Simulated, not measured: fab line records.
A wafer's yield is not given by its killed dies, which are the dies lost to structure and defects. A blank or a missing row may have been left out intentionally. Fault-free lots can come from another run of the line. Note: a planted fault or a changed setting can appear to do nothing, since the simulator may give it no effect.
Code-filled problem report in 8D (eight disciplines) form    flow sky130    the parts of the form that need people (team, actions taken, sign-off) are left out

== 1. WHAT WENT WRONG ==
LDD_HVN_TW at SKY_LDD_HVN_TW_MEAS_10 reads a mean of 606 on 3 wafers of 1 lot; wafers without a fault read 1437 with a standard deviation of 6.6. So: -99 or more standard deviations from the usual mean.
Seen first at day 25 21:55 on film-metro-01, wafer L373.1. Wafers with a number at this step in the record: 39, from 13 lots. Rule for "out", or "out of limits": more than 4 standard deviations from the usual mean. The other wafers with a number count as sound.

== 2. WHAT IT IS; WHAT IT IS NOT ==
question                     is                      is not
which readings at this step  LDD_HVN_TW              -
which lots                   L373                    L358, L359, L360, L361, L362, L363, L365, L367, L368, L370, L380, L381
which wafers of those lots   all that have a number  -
read on which gauges         film-metro-01           film-metro-03, film-metro-04
when                         from day 25 21:55       up to then (30 sound wafers); but 6 sound wafers of L380, L381 came after

== 3. THE SUSPECTS, EACH WITH WHAT RULES IT OUT ==
Counting: any tool at a process step up to the reading is kept as a suspect provided that every lot that is out went through it and no sound lot did after the first of them.
- ruled out: the gauge at SKY_LDD_HVN_TW_MEAS_10. All the wafers that are out were read on film-metro-01, but those of them that SKY_LDD_P_STRIP_10 has rows for are out there too, on other tools.
- plasma-asher-01 at SKY_LDD_P_STRIP_10 (strips in O2/N2): ruled out as a lasting fault. The sound lots L380 went through it after L373, its earliest lot that is out (day 24 16:44).
- plasma-asher-02 at SKY_LDD_HVN_STRIP_09 (strips in O2/N2): ruled out as a lasting fault. The sound lots L381 went through it after L373, its earliest lot that is out (day 25 21:49).
Left after counting: nothing in the record.

== 4. THE CAUSE (what the simulator had put in) ==
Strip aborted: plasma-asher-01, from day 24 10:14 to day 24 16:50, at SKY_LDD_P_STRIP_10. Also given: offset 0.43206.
Counting ruled it out, wrongly: the rule takes a fault to strike every lot that its tool runs from its start on, and this one did not.

== 5. SEQUENCE OF EFFECTS, ordered by route ==
Rows list readings where the struck wafers' mean (over those with a number) sits beyond 3 standard deviations from the usual. Only readings whose record carries a usual standard deviation are examined. hours: median over the lots of the time between each lot's start at the first step of this table that gives one and its start at this step. sigmas: the change, counted in usual standard deviations.
hours  step                    reading                   usual       on struck wafers  change  sigmas
0      SKY_LDD_P_STRIP_10      oes-product-au            0.716 a.u.  0.956             +0.240  +53
29     SKY_LDD_HVN_STRIP_09    oes-product-au            0.409 a.u.  0.507             +0.098  +22
29     SKY_LDD_HVN_STRIP_09    strip-time-to-endpoint-s  4.136 s     6.443             +2.307  +99 or more
29     SKY_LDD_HVN_TW_MEAS_10  LDD_HVN_TW                1437        606               -831    -99 or more
The process steps in it:
- SKY_LDD_P_STRIP_10: strips in O2/N2.
- SKY_LDD_HVN_STRIP_09: strips in O2/N2.
Readings that are blank on the struck wafers while sound wafers have them: strip-time-to-endpoint-s at SKY_LDD_P_STRIP_10.
Later steps that measure or inspect, where all struck wafers having a row at the step show a number for every such reading and not one has moved that far: SKY_LDD_LDN_OVL_MEAS_07.

== 6. HOW IT WOULD HAVE BEEN CAUGHT EARLIER ==
36 hours passed between the start of the fault at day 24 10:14 and the first reading out of limits at a measuring or inspecting step in this record, taken at day 25 21:55.
Tool's own readings at SKY_LDD_P_STRIP_10, oes-product-au: out on all struck wafers the step has rows for; an alarm limit on them would have tripped on the first.
